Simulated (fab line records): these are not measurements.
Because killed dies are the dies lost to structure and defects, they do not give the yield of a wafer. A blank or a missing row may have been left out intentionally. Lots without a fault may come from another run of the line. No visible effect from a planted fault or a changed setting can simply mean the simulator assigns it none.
Comparing a struck lot with a sound one || flow sky130 || 14 out of 708 route steps
Sound: the wafers L836.1, L836.3, L836.4. Wafers struck: L841.1, L841.2, L841.4. At the end, the cause is stated.
For every step that has rows: the tool of each side, followed by ch and its chambers, followed by its first start. Under that, the readings that differ: sound wafers || struck wafers || difference of the means || sigmas: that difference in standard deviations of wafers without a fault.
alike: a reading whose means differ by less than 2 such deviations, as well as words and numbers matching on both sides. not compared: withheld readings; readings where some wafer has no value; bounds like >300 that might hide an equal value; numbers whose values overlap and for which the record gives no deviation.
A row with sigmas, a row that says differs or no value, or rows on one side alone: a step with any of these is where the two part. Numbers that don't overlap but have no deviation are shown without sigmas and don't part them. A reading missing from all wafers of one side parts the sides only when that side holds two or more wafers.

first, 2 steps without rows for these wafers: SKY_METAL3_CLEAN_22 (cleans in O3/DIW); SKY_VIA3_HDPCVD_00 (deposits SiO2, target thk 1635 nm, time 272.5 s).
SKY_VIA3_THK_MEAS_01:
  sound on film_metro-01 at day 41 21:45; struck on film_metro-04 at day 43 17:28
  alike: VIA3_HDPCVD_THK
SKY_VIA3_CMP_02: polishes SiO2.
  sound on cmp-01 ch 0,2,3, day 41 21:49; struck on cmp-02 ch 1,2,3, day 43 17:32
  alike: motor_current_A
SKY_VIA3_BOW_MEAS_03:
  sound on film_metro-01 at day 41 22:07; struck on film_metro-04 at day 43 17:55
  alike: VIA3_BOW
then, 7 steps without rows for these wafers: SKY_VIA3_DEHYDRATE_04 (time 60 s); SKY_VIA3_HMDS_05 (prime time 60 s); SKY_VIA3_COAT_06 (resist thk 60 nm); SKY_VIA3_COAT_07 (resist thk 450 nm); SKY_VIA3_SOFTBAKE_08 (time 90 s); SKY_VIA3_EXPOSE_09 (exposes mask VIM3, target cd 200 nm); SKY_VIA3_PEB_10.
SKY_VIA3_DEVELOP_11: develop time 60 s.
  struck on litho_track-03, day 44 15:00; sound on litho_track-02 ch 0, day 42 20:00
  no value came back on the struck wafers for chill_plate_temp_C (C), develop_time_s (s), developer_temp_C (C); on the sound wafers chill_plate_temp_C (C) reads 22.92 22.95 22.85
{"reading": "model.KrF-thick_of_VIA3_COAT_07.thk_nm (nm)", "sound": "434.3 435.2 433", "struck": "448.8 450.7 450.4", "difference": "+15.8", "sigmas": ""}
SKY_VIA3_CD_MEAS_12: the cd target is 200 nm.
  sound on cd_sem-01 at day 42 20:44; struck on cd_sem-01 at day 44 16:05
{"reading": "cd_nm (nm)", "sound": "201.3 201.5 201.1", "struck": "- - -", "difference": "no value on the struck wafers", "sigmas": ""}

## WHERE THEY PART
Earliest at SKY_VIA3_DEVELOP_11; latest, in this record, at SKY_VIA3_CD_MEAS_12.

WHY: what had been put in by the simulator
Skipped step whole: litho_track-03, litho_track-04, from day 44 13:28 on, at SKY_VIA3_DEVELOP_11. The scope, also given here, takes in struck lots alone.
